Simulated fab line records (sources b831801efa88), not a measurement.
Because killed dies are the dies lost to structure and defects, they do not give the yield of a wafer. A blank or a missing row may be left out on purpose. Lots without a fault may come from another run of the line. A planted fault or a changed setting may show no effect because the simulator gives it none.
fab line records    flow sky130
[record] lots = 13  wafers = 39  last-day = 50
route steps=708 shown FIELD_ISO@9 PWDE@52 PAD_OPEN@708
lots that met no fault: from a run of the same line without faults
start-h: start of the lot's first displayed wafer, in hours after the record's first day    wait-h: hours since the lot's step before    " same as the row above    L1.1+2: several wafers, shown together as one row    - no value present, or no start provided    * or withheld: withheld    < > ~ a bound
route shown NAME@n: NAME is a module with steps in the file, n the number in the route of the first one    usual: the fault-free wafers' mean and standard deviation    same: alike in all rows    chamber/n: place in a boat    sites: readings site by site    _std_site: standard deviation across them    _edge_site: outer sites' mean less inner sites'    radius-mm: how far each site lies from the wafer's centre    mask NAME#n: copy n    behind: the tool/chamber that last shaped the wafer    hold: cause of the lot's hold/its duration in hours/its outcome    device: names the non-switching transistor (n, p or np)    end of line: the tests these same wafers got at the end of their route    a step without rows: its recipe alone    killed: at the first sort, the dies lost to defects and structure; wafer yield is something else    map: shows each die of a wafer: x if killed, . if not, _ if none is there
set.NAME: setting as actually run; set.NAME@STEP: the setting as run at that earlier step    model.NAME: the simulator's own value behind a step, which no gauge read
a sample of lots followed through the steps of the route, with each step as a table and each wafer as a row
services: when a tool's chamber went out of use (start-h, in hours from the record's first day, below 0 if earlier), for how many hours, and the reason
[[steps]]
[step SKY_FIELD_ISO_COAT_08]
[recipe] resist = KrF-thick  spin-rpm = 3000  resist-thk-nm = 450
[usual] resist-line-temp-C = 23.02/0.11  spin-speed-rpm = 3000.3/2
lot.wafer  tool            chamber  start-h  wait-h  resist-line-temp-C  spin-speed-rpm
L237.3     litho-track-01  0        20       -       23.02               2996.8
L237.4     "               0        "        "       22.75               3000.1
L237.6     "               0        "        "       22.77               3004.1
L238.2     litho-track-03  0        27       -       23.06               3001.3
L238.3     "               0        "        "       22.93               3001.6
L238.5     "               0        "        "       23.10               2997.2
L239.2     litho-track-01  0        31       -       23.01               2998.6
L239.4     "               0        "        "       22.89               2998.8
L239.6     "               0        "        "       22.85               2998.8
L240.2     litho-track-03  0        36       -       22.84               3000.4
L240.4     "               0        "        "       22.94               2998.6
L240.5     "               0        "        "       22.86               3002.5
L242.2     litho-track-01  0        48       -       22.77               2999.6
L242.3     "               0        "        "       22.86               3001.7
L242.5     "               0        "        "       22.91               3000.5
L244.1     litho-track-03  0        58       -       23.03               3002.9
L244.5     "               0        "        "       23.17               2998.0
L244.6     "               0        "        "       23.09               3001.3
L245.2     litho-track-03  0        61       -       22.89               2999.5
L245.3     "               0        "        "       22.98               2998.4
L245.5     "               0        "        "       23.09               3000.2
L247.1     litho-track-03  0        72       -       23.02               3000.5
L247.4     "               0        73       -       22.92               3003.7
L247.6     "               0        "        "       23.01               3000.6
L249.1     litho-track-01  0        81       -       23.09               2998.7
L249.3     "               0        "        "       22.96               3002.3
L249.4     "               0        "        "       23.02               3002.1
L254.1     litho-track-04  0        107      -       23.04               3000.9
L254.2     "               0        "        "       22.85               3000.0
L254.3     "               0        "        "       22.98               3002.8
L255.2     litho-track-01  0        114      -       23.05               3233.4
L255.3     "               0        "        "       23.12               3228.8
L255.5     "               0        "        "       23.24               3230.7
L256.1     litho-track-01  0        117      -       23.06               3228.5
L256.2     "               0        "        "       23.05               3229.6
L256.3     "               0        "        "       23.03               3229.7
L258.1     litho-track-01  0        128      -       23.13               3230.8
L258.3     "               0        "        "       22.94               3228.1
L258.4     "               0        129      -       22.93               3229.5
[step SKY_FIELD_ISO_STRIP_16]
[recipe] chemistry = O2/N2  power-w = 1400  pressure-mtorr = 1500  platen-temp-c = withheld  o2-flow-sccm = 3000  n2-flow-sccm = 300  overash-fraction = 0.5
[usual] drypump-motor-current-A = 5.7/0.43  oes-product-au = 0.378/0.0052  strip-time-to-endpoint-s = 3.54/0.03
[same] overash-fraction = 0.5
lot.wafer  tool             chamber  start-h  wait-h  drypump-motor-current-A  oes-product-au  rf-hours-counter-h  strip-time-to-endpoint-s
L237.3     plasma-asher-02  0        28.19    0.1     5.6                      0.380           -                   3.55
L237.4     "                1        "        "       6.4                      0.373           -                   3.54
L237.6     "                1        "        "       6.4                      0.383           -                   3.57
L238.2     plasma-asher-02  0        35.15    0.0     5.6                      0.376           34                  3.54
L238.3     "                0        "        "       5.6                      0.375           -                   3.50
L238.5     "                0        "        "       5.6                      0.375           -                   3.51
L239.2     plasma-asher-02  0        39.57    0.0     5.6                      0.379           35                  3.54
L239.4     "                0        "        "       5.6                      0.378           -                   3.54
L239.6     "                0        "        "       5.6                      0.374           -                   3.58
L240.2     plasma-asher-04  0        44.81    0.0     5.7                      0.374           37                  3.55
L240.4     "                0        "        "       5.8                      0.385           -                   3.54
L240.5     "                0        "        "       5.7                      0.378           -                   3.55
L242.2     plasma-asher-04  1        56.96    0.0     5.8                      0.375           38                  3.53
L242.3     "                1        "        "       5.7                      0.386           -                   3.54
L242.5     "                1        "        "       5.8                      0.379           -                   3.57
L244.1     plasma-asher-02  1        66.65    0.0     6.4                      0.380           38                  3.47
L244.5     "                0        "        "       5.6                      0.381           -                   3.49
L244.6     "                1        "        "       6.4                      0.373           -                   3.51
L245.2     plasma-asher-04  1        70.56    0.0     5.7                      0.369           40                  3.49
L245.3     "                0        "        "       5.7                      0.377           -                   3.52
L245.5     "                1        "        "       5.8                      0.379           -                   3.49
L247.1     plasma-asher-03  1        82.02    0.0     5.2                      0.380           22                  3.57
L247.4     "                0        "        "       5.3                      0.384           -                   3.56
L247.6     "                1        "        "       5.2                      0.373           -                   3.52
L249.1     plasma-asher-03  1        90.81    0.0     5.2                      0.380           24                  3.52
L249.3     "                0        "        "       5.3                      0.377           -                   3.53
L249.4     "                1        "        "       5.2                      0.388           -                   3.55
L254.1     plasma-asher-03  0        117.11   0.0     5.3                      0.379           28                  3.54
L254.2     "                1        "        "       5.2                      0.375           28                  3.54
L254.3     "                1        "        "       5.2                      0.383           -                   3.55
L255.2     plasma-asher-04  1        124.00   0.0     5.7                      0.360           0                   3.31
L255.3     "                0        "        "       5.8                      0.373           -                   3.36
L255.5     "                0        "        "       5.7                      0.360           -                   3.35
L256.1     plasma-asher-03  1        127.11   0.0     5.2                      0.374           29                  3.43
L256.2     "                0        "        "       5.3                      0.371           29                  3.42
L256.3     "                1        "        "       5.2                      0.367           -                   3.39
L258.1     plasma-asher-02  0        138.50   0.0     5.7                      0.367           46                  3.37
L258.3     "                1        "        "       6.4                      0.364           -                   3.38
L258.4     "                0        "        "       5.6                      0.383           -                   3.39
[step SKY_FIELD_ISO_THK_MEAS_25]
[recipe] reads = SiO2_of_FIELD_ISO_CVD_24
[usual] FIELD_ISO_CVD_24_THK = 599/5.4
lot.wafer  tool           chamber  start-h  wait-h  FIELD_ISO_CVD_24_THK[nm]
L237.3     film-metro-03  -        31.70    0.1     608
L237.4     "              -        "        "       597
L237.6     "              -        "        "       609
L238.2     film-metro-04  -        39.85    0.0     602
L238.3     "              -        "        "       594
L238.5     "              -        "        "       597
L239.2     film-metro-01  -        43.95    0.0     610
L239.4     "              -        "        "       600
L239.6     "              -        "        "       605
L240.2     film-metro-01  -        47.38    0.0     597
L240.4     "              -        "        "       597
L240.5     "              -        "        "       599
L242.2     film-metro-01  -        59.34    0.0     598
L242.3     "              -        "        "       597
L242.5     "              -        "        "       595
L244.1     film-metro-03  -        68.93    0.0     600
L244.5     "              -        "        "       604
L244.6     "              -        "        "       606
L245.2     film-metro-01  -        72.50    0.0     605
L245.3     "              -        "        "       601
L245.5     "              -        "        "       612
L247.1     film-metro-03  -        84.04    0.0     586
L247.4     "              -        "        "       585
L247.6     "              -        "        "       588
L249.1     film-metro-01  -        93.95    0.0     598
L249.3     "              -        "        "       600
L249.4     "              -        "        "       593
L254.1     film-metro-01  -        119.05   0.0     592
L254.2     "              -        "        "       603
L254.3     "              -        "        "       593
L255.2     film-metro-04  -        125.76   0.0     599
L255.3     "              -        "        "       597
L255.5     "              -        "        "       597
L256.1     film-metro-01  -        128.87   0.0     596
L256.2     "              -        "        "       601
L256.3     "              -        "        "       594
L258.1     film-metro-04  -        140.25   0.0     589
L258.3     "              -        "        "       599
L258.4     "              -        "        "       595
[step SKY_PWDE_OVL_MEAS_07]
[usual] PWDE_OVL = 0.0/1.3
lot.wafer  tool        chamber  start-h  wait-h  PWDE_OVL[nm]
L237.3     overlay-01  -        72.96    -       1.3
L237.4     "           -        "        "       -1.4
L237.6     "           -        "        "       1.8
L238.2     overlay-01  -        78.85    -       -0.1
L238.3     "           -        "        "       -0.8
L238.5     "           -        "        "       -0.2
L239.2     overlay-02  -        81.71    -       -1.2
L239.4     "           -        "        "       -1.3
L239.6     "           -        "        "       -0.9
L240.2     overlay-02  -        85.35    -       -0.7
L240.4     "           -        "        "       -0.3
L240.5     "           -        "        "       0.4
L242.2     overlay-02  -        97.00    -       -1.0
L242.3     "           -        "        "       -0.9
L242.5     "           -        "        "       -0.7
L244.1     overlay-02  -        107.34   -       0.7
L244.5     "           -        "        "       -0.2
L244.6     "           -        "        "       1.5
L245.2     overlay-02  -        113.30   -       -2.6
L245.3     "           -        "        "       -1.2
L245.5     "           -        "        "       -2.4
L247.1     overlay-02  -        122.99   -       1.2
L247.4     "           -        "        "       -0.6
L247.6     "           -        "        "       -0.4
L249.1     overlay-01  -        134.90   -       0.7
L249.3     "           -        "        "       0.2
L249.4     "           -        "        "       2.2
L254.1     overlay-02  -        165.05   -       -0.7
L254.2     "           -        "        "       -0.9
L254.3     "           -        "        "       -0.8
L255.2     overlay-01  -        169.85   -       1.2
L255.3     "           -        "        "       0.5
L255.5     "           -        "        "       0.0
L256.1     overlay-02  -        173.24   -       0.5
L256.2     "           -        "        "       0.8
L256.3     "           -        "        "       1.3
L258.1     overlay-01  -        186.55   -       0.1
L258.3     "           -        "        "       0.3
L258.4     "           -        "        "       1.6
[step SKY_PWDE_TW_MEAS_10]
[usual] PWDE_TW = 375.7/3
lot.wafer  tool           chamber  start-h  wait-h  PWDE_TW
L237.3     film-metro-01  -        73.25    0.1     371.3
L237.4     "              -        "        "       370.7
L237.6     "              -        "        "       372.7
L238.2     film-metro-02  -        79.14    0.1     374.1
L238.3     "              -        "        "       373.4
L238.5     "              -        "        "       375.0
L239.2     film-metro-03  -        82.00    0.1     378.5
L239.4     "              -        "        "       379.8
L239.6     "              -        "        "       381.8
L240.2     film-metro-03  -        85.79    0.1     380.7
L240.4     "              -        "        "       380.4
L240.5     "              -        "        "       379.6
L242.2     film-metro-03  -        97.29    0.1     379.1
L242.3     "              -        "        "       378.8
L242.5     "              -        "        "       378.9
L244.1     film-metro-01  -        107.63   0.1     373.9
L244.5     "              -        "        "       375.3
L244.6     "              -        "        "       374.6
L245.2     film-metro-03  -        113.59   0.1     379.9
L245.3     "              -        "        "       380.0
L245.5     "              -        "        "       378.9
L247.1     film-metro-03  -        123.28   0.1     378.7
L247.4     "              -        "        "       379.1
L247.6     "              -        "        "       377.6
L249.1     film-metro-02  -        135.18   0.1     374.8
L249.3     "              -        "        "       377.6
L249.4     "              -        "        "       375.8
L254.1     film-metro-02  -        165.34   0.1     374.8
L254.2     "              -        "        "       375.9
L254.3     "              -        "        "       374.5
L255.2     film-metro-01  -        170.14   0.1     373.6
L255.3     "              -        "        "       373.5
L255.5     "              -        "        "       372.9
L256.1     film-metro-01  -        173.53   0.1     374.5
L256.2     "              -        "        "       372.1
L256.3     "              -        "        "       372.8
L258.1     film-metro-01  -        186.83   0.1     374.7
L258.3     "              -        "        "       371.0
L258.4     "              -        "        "       373.3
[step SKY_PAD_OPEN_PROBE_99]
[usual] killed_at_M0_to_M3 = 43/8  killed_at_M4_up = 2.9/1.6  killed-at-contacts = 26/5.2  killed-at-front-end = 15/4.3  killed-at-other = 0.3/0.56  killed-dies = 87/10  killed-open = 48/6.9  killed-short = 40/6.5
[same] gross-dies = 492  killed-at-back-side = 0
lot.wafer  tool       chamber  start-h  wait-h  killed_at_M0_to_M3  killed_at_M4_up  killed-at-contacts  killed-at-front-end  killed-at-other  killed-dies  killed-open  killed-short
L244.1     prober-02  -        1127.11  0.1     40                  3                19                  24                   0                86           51           35
L244.5     prober-02  -        1127.31  0.2     27                  1                30                  22                   0                80           46           34
L244.6     prober-02  -        1127.36  0.2     37                  2                24                  21                   0                84           50           34
L245.2     prober-01  -        1127.84  0.1     48                  5                22                  21                   0                96           47           49
L245.3     prober-01  -        1127.89  0.2     41                  3                25                  25                   0                94           45           49
L245.5     prober-01  -        1127.99  0.2     29                  1                22                  8                    2                62           32           30
L256.1     prober-02  -        1178.15  0.1     31                  1                27                  18                   1                78           35           43
L256.2     prober-02  -        1178.20  0.1     33                  4                30                  18                   0                85           53           32
L256.3     prober-02  -        1178.25  0.2     28                  3                29                  15                   0                75           43           32
// killed by level:class
L244.1 CONTACT:geometric-particle:open=10 FIELD_ISO:geometric-particle:open=9 METAL2:geometric-particle:short=9 VIA2:geometric-particle:open=8 VIA1:geometric-particle:open=7 FIELD_ISO:geometric-particle:short=5 POLY_GATE:geometric-particle:open=5 POLY_GATE:geometric-particle:short=4
L244.5 CONTACT:geometric-particle:open=21 POLY_GATE:geometric-particle:short=7 METAL2:geometric-particle:short=6 POLY_GATE:geometric-particle:open=6 VIA3:geometric-particle:open=5 FIELD_ISO:geometric-particle:short=4 METAL1:geometric-particle:short=4 LOCAL_INTERCONNECT:geometric-particle:short=4
L244.6 CONTACT:geometric-particle:open=13 VIA1:geometric-particle:open=8 FIELD_ISO:geometric-particle:open=6 LI_CONTACT:geometric-particle:open=6 VIA2:geometric-particle:open=5 FIELD_ISO:geometric-particle:short=4 VIA3:geometric-particle:open=4 CONTACT:geometric-particle:short=4
L245.2 VIA1:geometric-particle:short=8 LI_CONTACT:geometric-particle:open=8 VIA1:geometric-particle:open=7 VIA2:geometric-particle:open=7 FIELD_ISO:geometric-particle:open=6 FIELD_ISO:geometric-particle:short=6 VIA3:geometric-particle:open=6 POLY_GATE:geometric-particle:open=5
L245.3 VIA1:geometric-particle:open=8 CONTACT:geometric-particle:open=7 FIELD_ISO:geometric-particle:short=6 VIA3:geometric-particle:open=6 LOCAL_INTERCONNECT:geometric-particle:short=6 CONTACT:geometric-particle:short=6 VIA1:geometric-particle:short=6 FIELD_ISO:geometric-particle:open=5
L245.5 CONTACT:geometric-particle:open=11 POLY_GATE:geometric-particle:short=6 VIA2:geometric-particle:short=6 VIA3:geometric-particle:open=5 CONTACT:geometric-particle:short=4 LI_CONTACT:geometric-particle:open=4 VIA1:geometric-particle:open=4 METAL2:geometric-particle:short=4
L256.1 CONTACT:geometric-particle:open=10 FIELD_ISO:geometric-particle:short=8 LI_CONTACT:geometric-particle:open=6 CONTACT:geometric-particle:short=6 VIA1:geometric-particle:open=6 FIELD_ISO:geometric-particle:open=4 VIA1:geometric-particle:short=4 METAL2:geometric-particle:short=4
L256.2 VIA1:geometric-particle:open=11 CONTACT:geometric-particle:short=9 LI_CONTACT:geometric-particle:open=8 POLY_GATE:geometric-particle:open=7 CONTACT:geometric-particle:open=7 METAL1:geometric-particle:short=4 VIA2:geometric-particle:open=4 POLY_GATE:geometric-particle:short=3
L256.3 CONTACT:geometric-particle:open=10 POLY_GATE:geometric-particle:short=8 LI_CONTACT:geometric-particle:open=8 VIA1:geometric-particle:open=7 VIA3:geometric-particle:open=7 LI_CONTACT:geometric-particle:short=5 CONTACT:geometric-particle:short=5 VIA2:geometric-particle:open=3
[[services]]
tool             chamber  start-h  hours  kind
plasma-asher-03  -        14.71    37.0   repair
plasma-asher-04  -        17.24    3.8    repair
plasma-asher-04  -        25.59    1.2    repair
plasma-asher-04  -        45.40    2.5    repair
plasma-asher-04  -        77.84    28.1   pm
plasma-asher-02  -        98.20    6.0    repair
plasma-asher-04  -        108.75   9.0    pm
plasma-asher-04  0        108.75   9.0    vent-cycle
plasma-asher-04  1        108.75   9.0    vent-cycle
plasma-asher-04  -        111.08   3.7    repair
plasma-asher-04  0        117.75   -      clean
plasma-asher-04  1        117.75   -      clean
plasma-asher-04  -        119.83   3.0    repair
[[key]]
[first-sign] step = SKY_FIELD_ISO_COAT_08  reading = spin-speed-rpm  direction = up  sigmas = 99+  usual = 3000.3  struck = 3229.9
[effect] step = SKY_FIELD_ISO_STRIP_16  reading = strip-time-to-endpoint-s  direction = down  sigmas = 5.4  usual = *  struck = *
met-at SKY_FIELD_ISO_COAT_08
struck-lots L255,L256,L258
tester-left-out L255,L256,L258
not-acting-at SKY_FIELD_ISO_THK_MEAS_25,SKY_PWDE_OVL_MEAS_07,SKY_PWDE_TW_MEAS_10
onset-between 81 114
[fault] kind = process-parameter-drift  tool = litho-track-01  chamber = -  onset-h = 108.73  steps = SKY_FIELD_ISO_COAT_08  channel = spin-rpm  offset = 230  shape = step  end-h = 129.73  acts-in = these-recipes-only  stated = 3000
// tester-left-out: of these lots the tester's yield and bins aren't shown, on N5 and GAA mostly nor the transistor test; their killed dies are dies lost to structure and defects alone, not to doping, threshold or leakage, so they don't give the yield
